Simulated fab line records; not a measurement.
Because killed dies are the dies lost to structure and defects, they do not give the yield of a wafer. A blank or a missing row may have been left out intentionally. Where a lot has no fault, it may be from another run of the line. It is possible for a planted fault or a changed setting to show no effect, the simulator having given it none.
fab line records	flow sky130
[record] lots = 11	wafers = 32	last_day = 50
route steps=708 shown LI_CONTACT@374 LOCAL_INTERCONNECT@400 PAD_OPEN@708
lots with no fault: from the same line, run without faults
start_h: start of the lot's first displayed wafer, in hours after the record's first day	wait_h: hours from the lot's prior step to this one	" identical to the entry in the row above	L1.1+2: a row that stands for several wafers	- no value, or no start given	* or withheld: withheld	< > ~ a bound
route shown NAME@n: NAME is a module with steps in the file, n the number in the route of the first one	usual: mean/standard deviation of fault-free wafers	same: alike in all rows	chamber/n: place in a boat	sites: the reading at each site	_std_site: the standard deviation of these	_edge_site: the outer-site mean with the inner-site mean subtracted	radius_mm: how far each site lies from the wafer's centre	mask NAME#n: copy n	behind: the last tool/chamber to shape the wafer	hold: why the lot was held/for how many hours/how that ended	device: whichever transistor did not switch (one of n, p or np)	end of line: the same wafers' tests at the end of the route	step lacking rows: just its recipe	killed: dies lost to structure and defects at the first sort, not the wafer's yield	map: a wafer's dies, x killed, . not, _ none there
set.NAME: the setting that was run; set.NAME@STEP: the one run at that earlier step	model.NAME: the simulator's own value behind a step, which no gauge read
a sample of lots followed through the steps of the route, with each step as a table and each wafer as a row
services: the hour from which a tool's chamber was out of use, counted from the record's first day as start_h (under 0 if before that day), plus the number of hours and why
[[steps]]
[step SKY_LI_CONTACT_CD_MEAS_12]
[recipe] target_cd_nm = 170
[usual] cd_nm = 169.6/1.3
lot.wafer	tool	chamber	start_h	wait_h	cd_nm
L209.3	cd_sem-01	-	672.42	-	169.4
L209.5	"	-	"	"	168.0
L209.6	"	-	"	"	169.1
L211.2	cd_sem-02	-	691.08	-	168.2
L211.3	"	-	"	"	167.8
L211.5	"	-	"	"	167.2
L215.2	cd_sem-01	-	735.50	-	169.0
L215.3	"	-	"	"	168.7
L215.6	"	-	"	"	168.4
L222.1	cd_sem-02	-	791.10	-	170.2
L222.4	"	-	"	"	168.4
L224.1	cd_sem-01	-	800.00	-	169.5
L224.4	"	-	"	"	171.1
L224.6	"	-	"	"	170.8
L225.1	cd_sem-02	-	803.13	-	168.0
L225.2	"	-	"	"	168.5
L225.5	"	-	"	"	168.2
L226.1	cd_sem-02	-	822.66	-	169.3
L226.3	"	-	"	"	168.6
L226.4	"	-	"	"	168.9
L229.2	cd_sem-01	-	850.10	-	169.9
L229.3	"	-	"	"	172.1
L229.4	"	-	"	"	168.9
L231.3	cd_sem-02	-	852.45	-	168.5
L231.4	"	-	"	"	167.5
L231.5	"	-	"	"	167.2
L230.3	cd_sem-02	-	853.69	-	170.5
L230.4	"	-	"	"	170.6
L230.5	"	-	"	"	170.6
L232.2	cd_sem-01	-	856.65	-	166.6
L232.3	"	-	"	"	168.0
L232.4	"	-	"	"	167.8
[step SKY_LI_CONTACT_ETCH_14]
[recipe] chemistry = N2/H2	target = BARC	ion_energy_ev = 200	source_w = 500	bias_w = 100	pressure_mtorr = 30	n2_flow_sccm = 100	h2_flow_sccm = 200	stop_on = SiO2	time_s = 45.9	target_depth_a = 600
[usual] drypump_motor_current_A = 5.7/0.42	oes_product_au = 0.855/0.0052	rf_fwd_power_W = 495.4/1.7	throttle_valve_pct = 13.225/0.0089
lot.wafer	tool	chamber	start_h	wait_h	drypump_motor_current_A	oes_product_au	rf_fwd_power_W	rf_hours_counter_h	throttle_valve_pct
L209.3	rie_diel-01	3	672.54	0.0	5.6	0.855	495.3	16	13.217
L209.5	"	2	"	"	6.1	0.854	496.6	-	13.227
L209.6	"	1	"	"	5.4	0.853	497.5	-	13.226
L211.2	rie_diel-04	3	691.22	0.0	6.4	0.850	495.9	53	13.239
L211.3	"	2	"	"	6.0	0.849	494.2	10	13.230
L211.5	"	0	"	"	5.4	0.852	492.7	-	13.221
L215.2	rie_diel-02	3	735.64	0.0	5.9	0.857	493.4	4	13.228
L215.3	"	0	"	"	5.1	0.859	494.3	16	13.220
L215.6	"	1	"	"	6.4	0.855	498.1	-	13.225
L222.1	rie_diel-04	1	791.26	0.0	5.6	0.858	494.1	9	13.228
L222.4	"	0	"	"	5.5	0.852	494.5	16	13.225
L224.1	rie_diel-04	2	800.16	0.0	6.0	0.846	495.7	12	13.245
L224.4	"	3	"	"	6.4	0.862	495.5	2	13.230
L224.6	"	2	"	"	6.0	0.860	492.5	-	13.224
L225.1	rie_diel-02	3	803.29	0.0	5.9	0.862	495.5	5	13.223
L225.2	"	2	"	"	5.5	0.853	495.3	8	13.233
L225.5	"	3	"	"	5.9	0.851	494.3	-	13.223
L226.1	rie_diel-02	3	822.82	0.0	5.9	0.854	493.2	6	13.229
L226.3	"	2	"	"	5.5	0.862	496.1	9	13.212
L226.4	"	0	"	"	5.1	0.847	495.3	-	13.221
L229.2	rie_diel-02	2	850.24	0.0	5.5	0.852	497.8	10	13.217
L229.3	"	1	"	"	6.4	0.854	495.4	1	13.217
L229.4	"	3	"	"	5.9	0.852	493.8	7	13.223
L231.3	rie_diel-04	2	852.57	0.0	6.0	0.861	492.4	13	13.214
L231.4	"	3	"	"	6.4	0.853	496.7	3	13.236
L231.5	"	1	"	"	5.6	0.854	497.9	-	13.225
L230.3	rie_diel-04	2	853.81	0.0	6.0	0.858	493.8	13	13.235
L230.4	"	0	"	"	5.4	0.854	494.1	-	13.254
L230.5	"	2	"	"	6.0	0.849	492.7	-	13.229
L232.2	rie_diel-02	2	856.79	0.0	5.5	0.861	497.5	10	13.221
L232.3	"	3	"	"	5.9	0.855	493.2	7	13.225
L232.4	"	1	"	"	6.4	0.856	496.1	-	13.226
[step SKY_LOCAL_INTERCONNECT_ETCH_13]
[recipe] chemistry = N2/H2	target = BARC	ion_energy_ev = 200	bias_w = 100	pressure_mtorr = 30	n2_flow_sccm = 100	h2_flow_sccm = 200	icp_w = 500	stop_on = SiO2	time_s = 45.9	target_depth_a = 600
[usual] drypump_motor_current_A = 6.2/0.33	oes_product_au = 0.855/0.0048	rf_fwd_power_W = 495.3/2.1	throttle_valve_pct = 13.224/0.0092
lot.wafer	tool	chamber	start_h	wait_h	drypump_motor_current_A	oes_product_au	rf_fwd_power_W	rf_hours_counter_h	throttle_valve_pct
L209.3	rie_metal-04	1	703.23	0.0	6.2	0.862	492.9	-	13.234
L209.5	"	1	"	"	6.3	0.847	493.4	-	13.244
L209.6	"	0	"	"	6.1	0.856	496.9	-	13.216
L211.2	rie_metal-03	0	720.10	0.0	6.2	0.854	494.2	-	13.223
L211.3	"	0	"	"	6.2	0.857	496.7	-	13.216
L211.5	"	0	"	"	6.2	0.852	494.4	-	13.224
L215.2	rie_metal-03	0	764.18	0.0	6.2	0.852	495.7	7	13.223
L215.3	"	1	"	"	6.0	0.862	495.2	-	13.212
L215.6	"	0	"	"	6.2	0.853	494.5	-	13.232
L222.1	rie_metal-01	0	819.29	0.0	6.8	0.849	494.6	3	13.226
L222.4	"	1	"	"	5.3	0.863	491.3	-	13.207
L224.1	rie_metal-03	1	827.86	0.0	6.1	0.846	497.1	3	13.225
L224.4	"	1	"	"	6.1	0.852	496.7	-	13.218
L224.6	"	1	"	"	6.1	0.854	498.7	-	13.214
L225.1	rie_metal-03	1	830.74	0.0	6.1	0.859	497.7	4	13.223
L225.2	"	0	"	"	6.2	0.860	495.9	9	13.235
L225.5	"	1	"	"	6.1	0.847	496.4	-	13.222
L226.1	rie_metal-01	1	850.26	0.0	5.4	0.861	494.5	2	13.227
L226.3	"	1	"	"	5.3	0.854	492.6	-	13.215
L226.4	"	0	"	"	6.8	0.856	492.4	-	13.210
L229.2	rie_metal-04	1	877.66	0.0	6.3	0.850	493.3	8	13.226
L229.3	"	1	"	"	6.2	0.858	491.6	-	13.225
L229.4	"	0	"	"	6.1	0.853	498.4	-	13.216
L231.3	rie_metal-04	1	879.93	0.0	6.3	0.860	496.2	-	13.216
L231.4	"	0	"	"	6.1	0.856	497.7	-	13.244
L231.5	"	0	"	"	6.1	0.857	498.3	-	13.236
L230.3	rie_metal-01	1	880.63	0.0	5.3	0.861	493.4	-	13.219
L230.4	"	0	"	"	6.8	0.862	492.3	-	13.241
L230.5	"	1	"	"	5.3	0.850	492.9	-	13.230
L232.2	rie_metal-04	0	882.91	0.0	6.1	0.854	497.8	1	13.225
L232.3	"	0	"	"	6.1	0.853	496.9	-	13.237
L232.4	"	1	"	"	6.3	0.851	495.8	-	13.233
[step SKY_LOCAL_INTERCONNECT_METAL_ETCH_14]
[recipe] target_depth_nm = 110	stop_on = PSG	chemistry = Cl2/BCl3	target = TiN	resist_sidewall_deg = 88	pressure_mtorr = 10	icp_w = 900	bias_w = 48.5	Cl2_flow_sccm = 60	bcl3_flow_sccm = 30	time_s = 31.4
[usual] bcl3_flow_sccm = 30.01/0.097	drypump_motor_current_A = 6.2/0.33	mfc_cl2_sccm = 60.01/0.17	oes_product_au = 0.942/0.0074	rf_fwd_power_W = 889/4.6	throttle_valve_pct = 21.900/0.0097
lot.wafer	tool	chamber	start_h	wait_h	bcl3_flow_sccm	drypump_motor_current_A	mfc_cl2_sccm	oes_product_au	rf_fwd_power_W	rf_hours_counter_h	throttle_valve_pct
L209.3	rie_metal-04	1	703.29	0.0	30.10	6.2	60.18	0.941	888	-	21.906
L209.5	"	1	"	"	29.89	6.2	60.15	0.925	888	-	21.904
L209.6	"	0	"	"	30.13	6.1	60.08	0.949	895	-	21.903
L211.2	rie_metal-03	0	720.22	0.1	29.87	6.2	59.87	0.958	891	-	21.893
L211.3	"	0	"	"	29.84	6.2	59.85	0.932	896	-	21.911
L211.5	"	0	"	"	29.98	6.2	59.71	0.942	892	-	21.917
L215.2	rie_metal-03	0	764.24	0.0	30.17	6.2	59.97	0.937	888	7	21.886
L215.3	"	1	"	"	30.08	6.1	60.09	0.934	889	-	21.894
L215.6	"	0	"	"	29.96	6.2	60.06	0.948	890	-	21.902
L222.1	rie_metal-01	0	819.35	0.0	29.93	6.7	59.90	0.947	880	3	21.905
L222.4	"	1	"	"	30.05	5.3	59.89	0.938	885	-	21.895
L224.1	rie_metal-03	1	827.92	0.0	29.92	6.1	59.83	0.946	887	3	21.890
L224.4	"	1	"	"	29.99	6.1	60.20	0.953	895	-	21.909
L224.6	"	1	"	"	29.92	6.1	59.97	0.944	889	-	21.900
L225.1	rie_metal-03	1	830.80	0.0	30.05	6.0	59.94	0.954	890	4	21.888
L225.2	"	0	"	"	30.18	6.2	59.83	0.951	890	10	21.903
L225.5	"	1	"	"	30.02	6.0	59.93	0.946	888	-	21.890
L226.1	rie_metal-01	1	850.32	0.0	29.90	5.3	59.79	0.953	889	2	21.913
L226.3	"	1	"	"	29.85	5.3	59.67	0.948	883	-	21.903
L226.4	"	0	"	"	30.08	6.8	59.96	0.945	879	-	21.900
L229.2	rie_metal-04	1	877.72	0.0	30.00	6.2	60.20	0.943	884	8	21.911
L229.3	"	1	"	"	30.09	6.3	60.28	0.948	884	-	21.900
L229.4	"	0	"	"	29.75	6.1	60.02	0.946	898	-	21.918
L231.3	rie_metal-04	1	879.99	0.0	30.22	6.2	59.98	0.937	889	-	21.881
L231.4	"	0	"	"	29.96	6.1	59.98	0.955	890	-	21.882
L231.5	"	0	"	"	30.07	6.1	60.03	0.941	891	-	21.894
L230.3	rie_metal-01	1	880.69	0.0	29.96	5.3	60.09	0.932	885	-	21.907
L230.4	"	0	"	"	29.92	6.8	60.14	0.934	884	-	21.906
L230.5	"	1	"	"	30.10	5.3	60.44	0.932	889	-	21.908
L232.2	rie_metal-04	0	882.97	0.0	30.09	6.1	60.00	0.946	895	1	21.895
L232.3	"	0	"	"	29.92	6.1	60.00	0.936	901	-	21.900
L232.4	"	1	"	"	29.88	6.3	59.91	0.936	889	-	21.898
[step SKY_LOCAL_INTERCONNECT_STRIP_15]
[recipe] chemistry = O2/N2	power_w = 1400	pressure_mtorr = 1500	platen_temp_c = withheld	o2_flow_sccm = 3000	n2_flow_sccm = 300	overash_fraction = 0.5
[usual] drypump_motor_current_A = 5.7/0.31	oes_product_au = 0.426/0.0045	strip_time_to_endpoint_s = 4.713/0.02
lot.wafer	tool	chamber	start_h	wait_h	drypump_motor_current_A	oes_product_au	rf_hours_counter_h	strip_time_to_endpoint_s
L209.3	plasma_asher-03	1	703.35	0.1	5.7	0.424	-	4.715
L209.5	"	0	"	"	5.1	0.431	-	4.689
L209.6	"	1	"	"	5.7	0.421	-	4.731
L211.2	plasma_asher-03	0	720.30	0.1	5.1	0.420	102	4.660
L211.3	"	0	"	"	5.2	0.430	-	4.678
L211.5	"	1	"	"	5.7	0.425	-	4.679
L215.2	plasma_asher-02	1	764.29	0.0	5.5	0.422	55	4.724
L215.3	"	1	"	"	5.5	0.429	-	4.735
L215.6	"	1	"	"	5.5	0.424	-	4.715
L222.1	plasma_asher-04	1	819.40	0.0	5.8	0.418	103	4.727
L222.4	"	0	"	"	6.2	0.424	-	4.708
L224.1	plasma_asher-04	1	827.97	0.0	5.8	0.427	105	4.781
L224.4	"	0	"	"	6.2	0.426	-	4.766
L224.6	"	0	"	"	6.2	0.431	-	4.761
L225.1	plasma_asher-02	0	830.85	0.0	5.6	0.431	62	4.778
L225.2	"	1	"	"	5.5	0.433	62	4.669
L225.5	"	1	"	"	5.5	0.425	-	4.754
L226.1	plasma_asher-03	0	850.37	0.0	5.1	0.423	10	4.697
L226.3	"	0	"	"	5.1	0.422	-	4.686
L226.4	"	1	"	"	5.7	0.418	-	4.707
L229.2	plasma_asher-02	0	877.77	0.0	5.6	0.425	66	4.713
L229.3	"	1	"	"	5.5	0.430	-	4.730
L229.4	"	0	"	"	5.6	0.424	-	4.752
L231.3	plasma_asher-02	0	880.06	0.1	5.6	0.429	-	4.730
L231.4	"	1	"	"	5.5	0.434	-	4.743
L231.5	"	1	"	"	5.5	0.424	-	4.748
L230.3	plasma_asher-03	0	880.75	0.1	5.1	0.427	-	4.712
L230.4	"	1	"	"	5.7	0.431	-	4.707
L230.5	"	1	"	"	5.7	0.438	-	4.730
L232.2	plasma_asher-02	1	883.02	0.0	5.5	0.428	67	4.743
L232.3	"	1	"	"	5.5	0.429	-	4.756
L232.4	"	0	"	"	5.6	0.419	-	4.717
[step SKY_PAD_OPEN_PROBE_99]
[usual] killed_at_M0_to_M3 = 43/7	killed_at_M4_up = 3.3/1.8	killed_at_contacts = 24/6.2	killed_at_front_end = 16/4.7	killed_at_other = 0.4/0.58	killed_dies = 87/10	killed_open = 47/6.4	killed_short = 39/7
[same] gross_dies = 492	killed_at_back_side = 0
lot.wafer	tool	chamber	start_h	wait_h	killed_at_M0_to_M3	killed_at_M4_up	killed_at_contacts	killed_at_front_end	killed_at_other	killed_dies	killed_open	killed_short
L209.3	prober-01	-	1070.93	0.2	46	1	23	13	0	83	46	37
L209.5	prober-01	-	1071.03	0.2	43	4	24	14	0	85	35	50
L209.6	prober-01	-	1071.08	0.2	38	3	25	10	0	76	41	35
L211.2	prober-01	-	1085.48	0.1	43	2	22	14	1	82	46	35
L211.3	prober-01	-	1085.53	0.2	41	3	17	24	1	86	50	35
L211.5	prober-01	-	1085.63	0.2	36	7	29	19	1	92	51	40
L215.2	prober-01	-	1121.40	0.1	59	3	17	16	1	96	49	47
L215.3	prober-01	-	1121.45	0.2	44	3	29	14	1	91	49	42
L215.6	prober-01	-	1121.60	0.2	39	0	25	18	0	82	45	37
L222.1	prober-02	-	1160.52	0.1	42	2	26	8	0	78	48	30
L222.4	prober-02	-	1160.67	0.2	45	3	26	14	1	89	49	39
L224.1	prober-02	-	1166.14	0.1	38	2	20	12	0	72	39	33
L224.4	prober-02	-	1166.29	0.2	51	2	27	16	0	96	61	35
L224.6	prober-02	-	1166.39	0.2	55	4	25	14	0	98	61	37
L225.1	prober-01	-	1167.16	0.1	42	2	21	15	0	80	43	37
L225.2	prober-01	-	1167.21	0.1	50	0	24	16	1	91	53	38
L225.5	prober-01	-	1167.36	0.2	44	2	18	17	0	81	44	37
L226.1	prober-01	-	1181.49	0.1	38	4	22	22	0	86	48	38
L226.3	prober-01	-	1181.59	0.2	39	4	22	18	2	85	49	34
L226.4	prober-01	-	1181.64	0.2	38	6	24	16	1	85	46	39
L229.2	prober-01	-	1197.94	0.1	27	2	24	13	1	67	32	35
L229.3	prober-01	-	1197.99	0.2	54	2	27	12	1	96	57	36
L229.4	prober-01	-	1198.04	0.2	35	3	41	18	0	97	59	37
L231.3	prober-02	-	1201.84	0.2	44	2	10	14	0	70	41	29
L231.4	prober-02	-	1201.89	0.2	47	1	24	17	0	89	51	38
L231.5	prober-02	-	1201.94	0.2	34	3	25	23	1	86	45	41
L230.3	prober-01	-	1202.47	0.2	46	6	19	8	1	80	43	34
L230.4	prober-01	-	1202.52	0.2	41	4	20	11	1	77	45	32
L230.5	prober-01	-	1202.57	0.2	47	6	28	20	0	101	52	49
L232.2	prober-02	-	1203.29	0.1	40	3	22	8	0	73	50	23
L232.3	prober-02	-	1203.34	0.2	45	2	17	15	0	79	50	29
L232.4	prober-02	-	1203.39	0.2	42	2	26	18	0	88	47	41
// killed by level:class
L209.3 VIA1:geometric_particle:open=12 CONTACT:geometric_particle:open=9 LI_CONTACT:geometric_particle:open=7 LOCAL_INTERCONNECT:geometric_particle:short=5 VIA1:geometric_particle:short=5 METAL2:geometric_particle:short=5 VIA2:geometric_particle:open=5 FIELD_ISO:geometric_particle:short=4
L209.5 LI_CONTACT:geometric_particle:open=8 VIA1:geometric_particle:short=8 VIA1:geometric_particle:open=7 METAL2:geometric_particle:short=7 LOCAL_INTERCONNECT:geometric_particle:short=6 CONTACT:geometric_particle:open=6 METAL3:geometric_particle:short=5 POLY_GATE:geometric_particle:open=4
L209.6 LI_CONTACT:geometric_particle:open=10 VIA1:geometric_particle:open=7 CONTACT:geometric_particle:short=6 CONTACT:geometric_particle:open=5 METAL1:geometric_particle:short=5 VIA2:geometric_particle:open=5 METAL2:geometric_particle:short=5 VIA3:geometric_particle:open=4
L211.2 VIA1:geometric_particle:open=12 CONTACT:geometric_particle:open=9 VIA2:geometric_particle:open=7 VIA3:geometric_particle:open=6 FIELD_ISO:geometric_particle:short=5 VIA1:geometric_particle:short=5 CONTACT:geometric_particle:short=4 METAL1:geometric_particle:short=4
L211.3 VIA2:geometric_particle:open=10 LI_CONTACT:geometric_particle:open=9 VIA1:geometric_particle:open=9 POLY_GATE:geometric_particle:short=6 POLY_GATE:geometric_particle:open=5 METAL2:geometric_particle:short=5 FIELD_ISO:geometric_particle:short=4 VIA3:geometric_particle:open=4
L211.5 CONTACT:geometric_particle:open=11 VIA1:geometric_particle:open=11 FIELD_ISO:geometric_particle:open=6 METAL2:geometric_particle:short=6 CONTACT:geometric_particle:short=6 LI_CONTACT:geometric_particle:open=5 METAL4:geometric_particle:short=5 FIELD_ISO:geometric_particle:short=4
L215.2 VIA1:geometric_particle:open=12 METAL1:geometric_particle:short=6 VIA2:geometric_particle:open=6 VIA1:geometric_particle:short=6 METAL2:geometric_particle:short=6 FIELD_ISO:geometric_particle:open=5 VIA2:geometric_particle:short=5 CONTACT:geometric_particle:short=5
L215.3 CONTACT:geometric_particle:open=9 VIA1:geometric_particle:open=8 LI_CONTACT:geometric_particle:open=7 LOCAL_INTERCONNECT:geometric_particle:short=7 FIELD_ISO:geometric_particle:open=5 VIA3:geometric_particle:open=5 METAL2:geometric_particle:short=5 METAL1:geometric_particle:short=5
L215.6 CONTACT:geometric_particle:open=13 VIA2:geometric_particle:open=9 FIELD_ISO:geometric_particle:open=6 VIA1:geometric_particle:short=6 FIELD_ISO:geometric_particle:short=5 CONTACT:geometric_particle:short=5 METAL2:geometric_particle:short=5 VIA2:geometric_particle:short=5
L222.1 CONTACT:geometric_particle:open=10 LI_CONTACT:geometric_particle:open=8 METAL2:geometric_particle:short=8 VIA2:geometric_particle:open=8 VIA1:geometric_particle:open=6 VIA2:geometric_particle:short=4 METAL1:geometric_particle:open=4 VIA1:geometric_particle:short=4
L222.4 VIA1:geometric_particle:open=10 CONTACT:geometric_particle:open=9 LI_CONTACT:geometric_particle:open=8 VIA2:geometric_particle:open=6 VIA1:geometric_particle:short=5 METAL2:geometric_particle:short=5 LOCAL_INTERCONNECT:geometric_particle:short=4 METAL1:geometric_particle:short=4
L224.1 VIA1:geometric_particle:open=12 CONTACT:geometric_particle:open=8 VIA2:geometric_particle:short=5 LOCAL_INTERCONNECT:geometric_particle:short=5 FIELD_ISO:geometric_particle:short=4 METAL1:geometric_particle:short=4 FIELD_ISO:geometric_particle:open=3 POLY_GATE:geometric_particle:short=3
L224.4 VIA1:geometric_particle:open=18 CONTACT:geometric_particle:open=13 VIA3:geometric_particle:open=7 METAL1:geometric_particle:short=6 FIELD_ISO:geometric_particle:open=5 VIA2:geometric_particle:open=5 POLY_GATE:geometric_particle:short=4 LI_CONTACT:geometric_particle:open=4
L224.6 VIA1:geometric_particle:open=19 LI_CONTACT:geometric_particle:open=8 VIA3:geometric_particle:open=8 CONTACT:geometric_particle:open=7 VIA2:geometric_particle:open=6 FIELD_ISO:geometric_particle:short=5 CONTACT:geometric_particle:short=5 VIA1:geometric_particle:short=5
L225.1 VIA1:geometric_particle:open=10 VIA2:geometric_particle:open=8 CONTACT:geometric_particle:open=8 FIELD_ISO:geometric_particle:open=6 METAL3:geometric_particle:short=6 LI_CONTACT:geometric_particle:open=5 LOCAL_INTERCONNECT:geometric_particle:short=5 VIA1:geometric_particle:short=5
L225.2 VIA1:geometric_particle:open=13 CONTACT:geometric_particle:open=10 METAL2:geometric_particle:short=7 FIELD_ISO:geometric_particle:open=6 LOCAL_INTERCONNECT:geometric_particle:short=6 METAL1:geometric_particle:short=6 VIA2:geometric_particle:open=6 VIA1:geometric_particle:short=5
L225.5 VIA1:geometric_particle:open=9 CONTACT:geometric_particle:open=6 FIELD_ISO:geometric_particle:short=5 POLY_GATE:geometric_particle:open=5 LI_CONTACT:geometric_particle:open=5 VIA3:geometric_particle:open=5 METAL1:geometric_particle:short=5 METAL2:geometric_particle:short=5
L226.1 VIA1:geometric_particle:open=10 CONTACT:geometric_particle:open=9 FIELD_ISO:geometric_particle:short=6 VIA2:geometric_particle:open=6 LI_CONTACT:geometric_particle:open=5 LOCAL_INTERCONNECT:geometric_particle:short=5 METAL2:geometric_particle:short=5 VIA3:geometric_particle:short=5
L226.3 CONTACT:geometric_particle:open=11 VIA3:geometric_particle:open=9 POLY_GATE:geometric_particle:open=7 METAL3:geometric_particle:short=6 VIA1:geometric_particle:open=5 VIA2:geometric_particle:open=5 VIA3:geometric_particle:short=5 POLY_GATE:geometric_particle:short=4
L226.4 CONTACT:geometric_particle:open=12 VIA1:geometric_particle:open=10 POLY_GATE:geometric_particle:short=5 LI_CONTACT:geometric_particle:open=5 VIA1:geometric_particle:short=5 METAL4:geometric_particle:short=5 VIA3:geometric_particle:open=4 METAL2:geometric_particle:short=4
L229.2 CONTACT:geometric_particle:open=13 POLY_GATE:geometric_particle:short=5 CONTACT:geometric_particle:short=5 METAL2:geometric_particle:short=5 VIA2:geometric_particle:open=5 FIELD_ISO:geometric_particle:short=4 LOCAL_INTERCONNECT:geometric_particle:short=4 METAL1:geometric_particle:short=4
L229.3 VIA3:geometric_particle:open=13 CONTACT:geometric_particle:open=12 VIA1:geometric_particle:open=11 VIA2:geometric_particle:open=8 VIA1:geometric_particle:short=6 FIELD_ISO:geometric_particle:short=5 LI_CONTACT:geometric_particle:open=5 LOCAL_INTERCONNECT:geometric_particle:short=4
L229.4 LI_CONTACT:geometric_particle:open=14 CONTACT:geometric_particle:open=14 VIA1:geometric_particle:open=8 CONTACT:geometric_particle:short=6 VIA3:geometric_particle:open=6 FIELD_ISO:geometric_particle:open=5 POLY_GATE:geometric_particle:short=5 METAL1:geometric_particle:short=5
L231.3 VIA1:geometric_particle:open=12 VIA3:geometric_particle:open=7 VIA2:geometric_particle:open=6 VIA1:geometric_particle:short=5 VIA2:geometric_particle:short=5 FIELD_ISO:geometric_particle:open=4 FIELD_ISO:geometric_particle:short=3 POLY_GATE:geometric_particle:short=3
L231.4 VIA1:geometric_particle:open=13 VIA2:geometric_particle:open=9 CONTACT:geometric_particle:open=8 LI_CONTACT:geometric_particle:open=6 VIA1:geometric_particle:short=6 CONTACT:geometric_particle:short=5 METAL1:geometric_particle:short=5 FIELD_ISO:geometric_particle:open=4
L231.5 CONTACT:geometric_particle:open=9 VIA1:geometric_particle:open=9 FIELD_ISO:geometric_particle:short=7 CONTACT:geometric_particle:short=6 POLY_GATE:geometric_particle:open=5 METAL1:geometric_particle:short=5 VIA2:geometric_particle:open=5 SPACER:geometric_particle:open=4
L230.3 VIA3:geometric_particle:open=9 VIA1:geometric_particle:open=9 VIA2:geometric_particle:open=6 LOCAL_INTERCONNECT:geometric_particle:short=5 CONTACT:geometric_particle:open=5 METAL1:geometric_particle:open=5 METAL2:geometric_particle:short=5 LI_CONTACT:geometric_particle:open=4
L230.4 VIA1:geometric_particle:open=10 CONTACT:geometric_particle:open=8 VIA2:geometric_particle:open=8 LI_CONTACT:geometric_particle:open=6 FIELD_ISO:geometric_particle:open=4 METAL1:geometric_particle:short=4 VIA3:geometric_particle:open=4 METAL2:geometric_particle:short=4
L230.5 CONTACT:geometric_particle:open=15 VIA2:geometric_particle:open=11 FIELD_ISO:geometric_particle:short=9 VIA1:geometric_particle:short=8 VIA1:geometric_particle:open=7 FIELD_ISO:geometric_particle:open=6 LI_CONTACT:geometric_particle:open=6 VIA3:geometric_particle:open=6
L232.2 VIA1:geometric_particle:open=12 CONTACT:geometric_particle:open=9 VIA3:geometric_particle:open=9 LI_CONTACT:geometric_particle:open=5 METAL2:geometric_particle:short=4 VIA2:geometric_particle:open=4 VIA3:geometric_particle:short=4 FIELD_ISO:geometric_particle:open=3
L232.3 VIA1:geometric_particle:open=12 VIA3:geometric_particle:open=9 CONTACT:geometric_particle:open=7 VIA2:geometric_particle:open=6 VIA3:geometric_particle:short=5 POLY_GATE:geometric_particle:short=4 LI_CONTACT:geometric_particle:open=4 METAL3:geometric_particle:short=4
L232.4 CONTACT:geometric_particle:open=10 VIA3:geometric_particle:open=9 METAL2:geometric_particle:short=7 LI_CONTACT:geometric_particle:open=7 VIA1:geometric_particle:open=7 FIELD_ISO:geometric_particle:short=6 SPACER:geometric_particle:open=5 METAL1:geometric_particle:short=5
[[services]]
tool	chamber	start_h	hours	kind
rie_diel-04	2	668.20	8.2	repair
rie_metal-03	1	695.33	11.4	repair
plasma_asher-04	-	705.34	0.9	repair
rie_metal-03	1	706.78	-	clean
rie_metal-03	1	706.78	24.3	scheduled_down
rie_metal-03	1	706.78	24.3	vent_cycle
plasma_asher-04	-	712.39	1.1	repair
rie_diel-02	1	712.67	2.9	repair
rie_diel-04	3	720.29	5.0	repair
plasma_asher-03	-	733.75	9.0	pm
rie_diel-02	1	736.36	16.2	repair
rie_diel-04	0	738.01	4.0	repair
rie_diel-02	3	738.56	7.5	repair
plasma_asher-02	-	739.98	1.3	repair
rie_metal-04	-	771.30	1.4	pm
rie_diel-04	-	794.95	2.3	repair
rie_metal-04	0	834.89	-	clean
rie_diel-04	3	853.37	7.4	repair
rie_diel-02	0	855.87	4.3	repair
rie_diel-01	-	857.77	0.6	repair
rie_diel-02	1	857.86	3.7	repair
rie_diel-01	-	865.98	2.8	pm
plasma_asher-03	-	881.51	2.8	pm
rie_diel-04	0	881.71	4.0	repair
[[key]]
[first_sign] step = SKY_LOCAL_INTERCONNECT_STRIP_15	reading = strip_time_to_endpoint_s	direction = up	sigmas = 2.7	usual = *	struck = *
effect none on later readings
met_at SKY_LOCAL_INTERCONNECT_ETCH_13
struck_lots L224,L225
struck_wafers L224.1,L224.4,L224.6,L225.1,L225.5
tester_left_out L224,L225
not_acting_at SKY_LI_CONTACT_CD_MEAS_12,SKY_LI_CONTACT_ETCH_14,SKY_LOCAL_INTERCONNECT_METAL_ETCH_14
onset_between 764.18 827.86
[fault] kind = process_parameter_drift	tool = rie_metal-03	chamber = 1	onset_h = 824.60	steps = SKY_LOCAL_INTERCONNECT_ETCH_13	channel = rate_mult	offset = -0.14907	shape = step	end_h = 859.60
// tester_left_out: of these lots the tester's yield and bins aren't shown, on N5 and GAA mostly nor the transistor test; their killed dies are dies lost to structure and defects alone, not to doping, threshold or leakage, so they don't give the yield
